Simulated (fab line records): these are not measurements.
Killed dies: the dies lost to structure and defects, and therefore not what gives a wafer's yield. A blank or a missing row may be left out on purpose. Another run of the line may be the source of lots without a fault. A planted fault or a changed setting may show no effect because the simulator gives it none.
Which tool did it?	flow sky130	route of 708 steps, sampled at 1 step: 7 lots, 21 wafers

== WHAT THE GAUGES SHOWED, per wafer ==
SKY_NWELL_OVL_MEAS_23.
lot	measured	on	NWELL_01_OVL (nm)
L282	day 5 20:56	overlay-02	-1.3 -2.0 -2.5
L285	day 6 09:08	overlay-02	-2.1 -1.5 -2.8
L289	day 7 06:42	overlay-01	2.0 1.3 1.6
L292	day 7 23:54	overlay-02	-1.0 -1.2 -1.1
L294	day 8 12:39	overlay-02	0.6 0.9 1.0
L296	day 9 01:41	overlay-02	0.3 0.9 -0.3
L304	day 11 02:32	overlay-01	3.9 3.6 4.1

== TOOL THAT RAN EACH LOT (tool first, then ch and the chambers of the sampled wafers, then the start) ==
Before these readings, the record contains no process step.

== THE ANSWER, worked out from the rows above alone ==
Rule: the usual values come from the lots themselves. Put in order of their means at a reading, lots are off if they are a third of the lots or fewer, leave a main group of 4 or more, and stand apart from it by a gap of 3 or more times the standard deviation of the main group's means; of several such gaps the widest counts. If all means in a main group match to the digits the tables above print for the reading, that group is not used. A lot without any number at a reading at which 4 lots or more have one is off too. Where the step has rows for the other lots, those lots are counted as sound.
None of the lots is off at any reading shown; this tells nothing.

== WHAT THE SIMULATOR PUT IN ==
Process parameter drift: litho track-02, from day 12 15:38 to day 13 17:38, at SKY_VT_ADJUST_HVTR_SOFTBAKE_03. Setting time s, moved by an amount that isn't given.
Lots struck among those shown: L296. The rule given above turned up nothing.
